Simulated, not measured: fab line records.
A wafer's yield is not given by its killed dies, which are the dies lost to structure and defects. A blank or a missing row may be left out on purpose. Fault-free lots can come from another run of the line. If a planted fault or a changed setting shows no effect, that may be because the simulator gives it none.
Lot-split experiment + flow gf180mcu + route with 602 steps; 5 lots, 23 wafers read

## ABOUT THE SPLIT
At GF_V5_CMP_04 (polishes SiO2), the setting leaveAboveRefNm was moved away from the recipe's 855 nm on 9 of the 23 wafers read, by +1.9% to +4.6%. For the rest of the wafers, this setting stayed at what the recipe calls for.

## FROM THE SPLIT TO THE READING: what the file shows between them, 2 steps
- GF_V5_DEHYDRATE_06: time 60 s
- GF_V5_ETCH_16: etches BARC in N2/H2

## THE READING
oesProductAu, in a.u., at GF_V5_ETCH_17 (etches SiO2 in C4F8/O2/Ar, stops on TiN, target depth 855 nm). A value of 0.860 a.u. with a standard deviation of 0.0044 a.u. is what fault-free wafers of this fab line usually give.

| wafer  | tool, chamber at the split | leaveAboveRefNm as run, nm | against the recipe | oesProductAu, a.u. | against lot-mates on the recipe |
|--------|----------------------------|----------------------------|--------------------|--------------------|---------------------------------|
| L075.2 | cmp-02, 2                  | 894.7                      | +4.6%              | 0.889              | +0.026                          |
| L075.3 | cmp-02, 1                  | 894.7                      | +4.6%              | 0.884              | +0.021                          |
| L075.4 | cmp-02, 3                  | 894.7                      | +4.6%              | 0.882              | +0.019                          |
| L075.5 | cmp-02, 0                  | 855                        | recipe             | 0.862              | -                               |
| L075.6 | cmp-02, 1                  | 855                        | recipe             | 0.863              | -                               |
| L078.1 | cmp-01, 2,0,3              | 855                        | recipe             | 0.855              | -                               |
| L078.2 | cmp-01, 3                  | 855                        | recipe             | 0.858              | -                               |
| L078.3 | cmp-01, 2,0,3              | 855                        | recipe             | 0.857              | -                               |
| L078.5 | cmp-01, 2                  | 855                        | recipe             | 0.859              | -                               |
| L078.6 | cmp-01, 2,0,3              | 855                        | recipe             | 0.863              | -                               |
| L079.1 | cmp-01, 0                  | 855                        | recipe             | 0.856              | -                               |
| L079.2 | cmp-01, 2                  | 855                        | recipe             | 0.852              | -                               |
| L079.3 | cmp-01, 1                  | 871.3                      | +1.9%              | 0.875              | +0.021                          |
| L079.5 | cmp-01, 0                  | 871.3                      | +1.9%              | 0.865              | +0.011                          |
| L079.6 | cmp-01, 3                  | 871.3                      | +1.9%              | 0.872              | +0.018                          |
| L080.2 | cmp-01, 1                  | 855                        | recipe             | 0.859              | -                               |
| L080.5 | cmp-01, 1                  | 855                        | recipe             | 0.860              | -                               |
| L080.6 | cmp-01, 2                  | 855                        | recipe             | 0.876              | -                               |
| L083.1 | cmp-02, 3                  | 871.5                      | +1.9%              | 0.876              | +0.015                          |
| L083.2 | cmp-02, 2                  | 871.5                      | +1.9%              | 0.878              | +0.017                          |
| L083.3 | cmp-02, 0                  | 871.5                      | +1.9%              | 0.870              | +0.009                          |
| L083.4 | cmp-02, 1                  | 855                        | recipe             | 0.861              | -                               |
| L083.5 | cmp-02, 2                  | 855                        | recipe             | 0.862              | -                               |
The file does not say which wafer passed through which chamber wherever a row lists several chambers: such a row stands for several wafers.

FIT RESULTS
A straight line over all 23 wafers: oesProductAu changes by +0.00552 a.u. for each +1% of leaveAboveRefNm; r = +0.87; the points scatter about the line by 0.0052 a.u.
The same after taking each lot's own level away (the mean of its wafers on the recipe; 23 wafers): +0.00531 a.u. for each +1%; r = +0.88; scatter 0.0048 a.u.
That fit puts the effect of the largest move of leaveAboveRefNm on the reading at 0.025 a.u.
Across the lots, their own levels run from 0.8540 to 0.8650 a.u., a range of 2.5 times the standard deviation given above.
Consequently the slope shifts little with the lot-to-lot level, the two slopes agreeing.
Check: +0.0253 a.u. against its lot-mates is what the line predicts for one of the wafers moved furthest among these (+4.6%) when that wafer is left out of the fit. Against them it came out at +0.0265 a.u.

## OTHER SPLITS APPLIED TO THESE WAFERS
These wafers also went through other splits before the reading. Each is held against what the fit with the lots' levels taken away leaves over:
| other split on the same wafers     | wafers away from the commonest value | r with oesProductAu (lot level and that fit taken away) |
|------------------------------------|--------------------------------------|---------------------------------------------------------|
| GF_M3_SPUTTER_02 chamberPressurePa | 18                                   | +0.06                                                   |
| GF_V3_CVD_00 sih4FlowSccm          | 9                                    | -0.09                                                   |
| GF_V3_SPUTTER_22 timeS             | 4                                    | -0.13                                                   |
| GF_V4_COAT_09 resistThkNm          | 6                                    | -0.34                                                   |
| GF_V4_PEB_12 pebTimeS              | 12                                   | +0.10                                                   |
| GF_V4_SPUTTER_22 timeS             | 12                                   | -0.32                                                   |
| GF_MIM_SPUTTER_04 powerW           | 12                                   | -0.12                                                   |
| GF_M5_PEB_05 pebTimeS              | 8                                    | +0.36                                                   |
| GF_V5_CVD_00 sih4FlowSccm          | 9                                    | +0.26                                                   |

## THE WHOLE CHAIN: every reading that the file lists as answering this split, in the file's order
| step          | what it does                                                 | reading                                                                  | change (the file's fit)                   | r (the file's) |
|---------------|--------------------------------------------------------------|--------------------------------------------------------------------------|-------------------------------------------|----------------|
| GF_V5_CMP_04  | polishes SiO2                                                | SiO2_of_V5_CVD_02.thkNm (the simulator's own value, which no gauge read) | +8.62 nm for each +1% of the setting      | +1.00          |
| GF_V5_ETCH_17 | etches SiO2 in C4F8/O2/Ar, stops on TiN, target depth 855 nm | oesProductAu                                                             | +0.00553 a.u. for each +1% of the setting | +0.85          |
| GF_V5_ETCH_17 | etches SiO2 in C4F8/O2/Ar, stops on TiN, target depth 855 nm | V5.featureDepthNm (the simulator's own value, which no gauge read)       | +8.62 nm for each +1% of the setting      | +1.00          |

## THE FILE'S OWN FIT
oesProductAu changes by +0.00553 a.u. for each +1% of leaveAboveRefNm, r = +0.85.
